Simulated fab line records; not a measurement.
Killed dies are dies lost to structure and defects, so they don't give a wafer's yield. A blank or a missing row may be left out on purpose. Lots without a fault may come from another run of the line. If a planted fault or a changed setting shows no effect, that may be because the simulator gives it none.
A lot that was struck, set against a sound lot ; flow sky130 ; 14 steps out of a route of 708
Sound: wafers L477.3, L477.5, L477.6. Wafers L471.1, L471.2, L471.4 were the ones struck. The cause comes at the end.
At each step with rows: each side's tool, then ch and its chambers, then its first start. Under that, the readings that differ: sound wafers ; struck wafers ; difference of the means ; sigmas: that difference in standard deviations of wafers without a fault.
alike: words and numbers the same on both sides, and readings whose means are apart by under 2 such deviations; not compared: readings that were withheld, readings missing a value for some wafer, numbers with overlapping values and no deviation given by the record, and bounds like >300 which may hide the same value.
A row with sigmas, a row that says differs or no value, or rows on one side alone: a step with any of these is where the two part. Numbers that don't overlap but have no deviation are shown without sigmas and don't part them. A reading missing from all wafers of one side parts the sides only when that side holds two or more wafers.

SKY_NWELL_OVL_MEAS_10:
  sound: overlay-01 at day 9 12:52; struck: overlay-02 at day 8 05:50
  alike: NWELL_00_OVL
then, 3 steps without rows for these wafers: SKY_NWELL_IMPLANT_11; SKY_NWELL_IMPLANT_12; SKY_NWELL_IMPLANT_13.
SKY_NWELL_STRIP_14: strips in O2/N2.
  sound on plasma asher-04 ch 0,1, day 9 13:22; struck on plasma asher-01 ch 0,1, day 8 06:19
  alike: drypump motor current A, oes product au, strip time to endpoint s
  not compared: rf hours counter h
SKY_NWELL_TW_MEAS_15:
  sound: film metro-04 at day 9 13:27; struck: film metro-03 at day 8 06:25
reading;sound;struck;difference;sigmas
NWELL_TW;1839 1838 1844;1809 1802 1813;-32;-3
then, 6 steps without rows for these wafers: SKY_NWELL_DEHYDRATE_16 (time 60 s); SKY_NWELL_HMDS_17 (prime time 60 s); SKY_NWELL_COAT_18 (resist thk 3000 nm); SKY_NWELL_SOFTBAKE_19; SKY_NWELL_EXPOSE_20 (exposes mask NWM COMPLEMENT, target cd 840 nm); SKY_NWELL_PEB_21.
SKY_NWELL_DEVELOP_22: develop time 60 s.
  sound on litho track-01 ch 0, day 10 12:00; struck on litho track-03, day 9 02:00
  no value came back on the struck wafers for chill plate temp C (C), develop time s (s); on the sound wafers chill plate temp C (C) reads 22.95 22.74 22.88
SKY_NWELL_OVL_MEAS_23:
  sound: overlay-01 at day 10 12:16; struck: overlay-01 at day 9 02:13
reading;sound;struck;difference;sigmas
NWELL_01_OVL (nm);-0.4 0.4 0.5;- - -;no value on the struck wafers;

## WHERE THEY PART
Last at SKY_NWELL_OVL_MEAS_23 as far as this record goes, first at SKY_NWELL_TW_MEAS_15.

WHY: the cause the simulator had injected
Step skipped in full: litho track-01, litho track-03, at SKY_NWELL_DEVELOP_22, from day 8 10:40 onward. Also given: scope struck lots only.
